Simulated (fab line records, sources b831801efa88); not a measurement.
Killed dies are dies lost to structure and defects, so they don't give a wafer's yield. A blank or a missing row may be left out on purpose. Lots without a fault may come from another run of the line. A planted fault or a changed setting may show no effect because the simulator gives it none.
Which tool did it? | flow sky130 | 7 lots, 20 wafers sampled, at 2 steps of a route of 708

WHAT THE GAUGES READ, wafer by wafer
SKY_SONOS_TUNNEL_CD_MEAS_07: target cd 410 nm.
lot  | measured     | on        | cd_nm (nm)
L712 | day 11 10:55 | cd_sem-02 | 410.6 414.5 411.8
L715 | day 12 08:43 | cd_sem-02 | 411.2 412.8 412.4
L717 | day 13 07:47 | cd_sem-01 | 408.7 409.8 410.2
L719 | day 14 08:53 | cd_sem-01 | 408.1 407.9 409.1
L721 | day 15 07:04 | cd_sem-02 | 409.6 409.5 411.6
L729 | day 17 01:51 | cd_sem-02 | 408.4 418.1
L733 | day 18 17:46 | cd_sem-02 | 406.1 404.8 405.4

WHICH TOOL RAN EACH LOT (tool, then ch and the chambers of the sampled wafers, then the start)
lot  | SKY_SONOS_TUNNEL_DEVELOP_06
L712 | litho_track-04 ch 0, day 11 10:46
L715 | litho_track-04 ch 0, day 12 08:34
L717 | litho_track-04 ch 0, day 13 07:38
L719 | litho_track-01 ch 0, day 14 08:44
L721 | litho_track-04 ch 0, day 15 06:55
L729 | litho_track-04 ch 0, day 17 01:43
L733 | litho_track-02 ch 0, day 18 17:37
- SKY_SONOS_TUNNEL_DEVELOP_06: develop time 60 s.

THE ANSWER, worked out from the rows above alone
Rule: what is usual is taken from the lots themselves. Put in order of their means at a reading, lots are off if they are a third of the lots or fewer, leave a main group of 4 or more, and stand apart from it by a gap of 3 or more times the standard deviation of the main group's means; of several such gaps the widest counts. A main group whose means are all the same, to the digits that the tables above print for the reading, isn't used. A lot without any number at a reading at which 4 lots or more have one is off too. The other lots that the step has rows for count as sound.
No lot is off at any reading shown: from this, nothing can be told.

WHAT THE SIMULATOR HAD PUT IN
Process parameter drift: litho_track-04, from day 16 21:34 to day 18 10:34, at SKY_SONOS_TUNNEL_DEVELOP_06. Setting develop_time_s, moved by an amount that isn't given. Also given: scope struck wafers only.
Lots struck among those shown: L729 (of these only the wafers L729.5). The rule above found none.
